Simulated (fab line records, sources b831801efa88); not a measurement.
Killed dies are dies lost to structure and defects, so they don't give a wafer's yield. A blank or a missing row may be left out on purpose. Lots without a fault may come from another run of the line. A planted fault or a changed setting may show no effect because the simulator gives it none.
Chamber matching | flow gf180mcu | GF_STI_WET_ETCH_17 on wet_bench-03: 3 sister chambers
The step etches Si3N4 in H3PO4, target depth 45 nm, time 514 s. 14 wafers are shown with their chamber, then 7 later ones without.

WAFERS WITH THEIR CHAMBER
wafer  | chamber | temp_c (C)
L195.2 | 1       | 160.06
L195.3 | 1       | 159.98
L195.4 | 1       | 160.00
L196.2 | 3       | 160.03
L196.5 | 3       | 160.05
L196.6 | 3       | 159.90
L201.1 | 3       | 159.93
L201.2 | 3       | 160.01
L201.6 | 3       | 159.74
L204.1 | 1       | 160.34
L204.3 | 1       | 160.08
L204.5 | 1       | 159.87
L205.1 | 2       | 160.11
L205.2 | 2       | 160.14

SIGNATURES (means of the wafers above)
reading | chamber 1 | chamber 2 | chamber 3 | scatter within a chamber
temp_c  | 160.0550  | 160.1250  | 159.9433  | 0.132
Rule: a wafer's distance from a chamber is the root of the sum, over the readings, of the square of ((its reading less the chamber's mean) divided by the reading's scatter). The wafer belongs to the nearest chamber; if the next one is less than 2 further off, it can't be placed. The scatter: the root of (the sum of the squares of (reading less its chamber's mean) over the shown wafers, divided by (wafers less chambers)).

WAFERS WITHOUT THEIR CHAMBER
wafer  | temp_c (C)
L205.3 | 159.85
L208.4 | 159.81
L208.5 | 159.91
L208.6 | 159.94
L215.1 | 159.81
L215.3 | 159.98
L215.6 | 160.04

WHICH CHAMBER EACH WENT THROUGH
wafer  | from the rows above          | in truth
L205.3 | can't be placed: 3 or 1 or 2 | 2
L208.4 | can't be placed: 3 or 1 or 2 | 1
L208.5 | can't be placed: 3 or 1 or 2 | 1
L208.6 | can't be placed: 3 or 1 or 2 | 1
L215.1 | can't be placed: 3 or 1 or 2 | 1
L215.3 | can't be placed: 3 or 1 or 2 | 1
L215.6 | can't be placed: 1 or 2 or 3 | 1
Placed correctly: 0 of 7. Can't be placed from these rows: 7 (the true chamber is among the candidates in 7). Placed wrongly: 0.
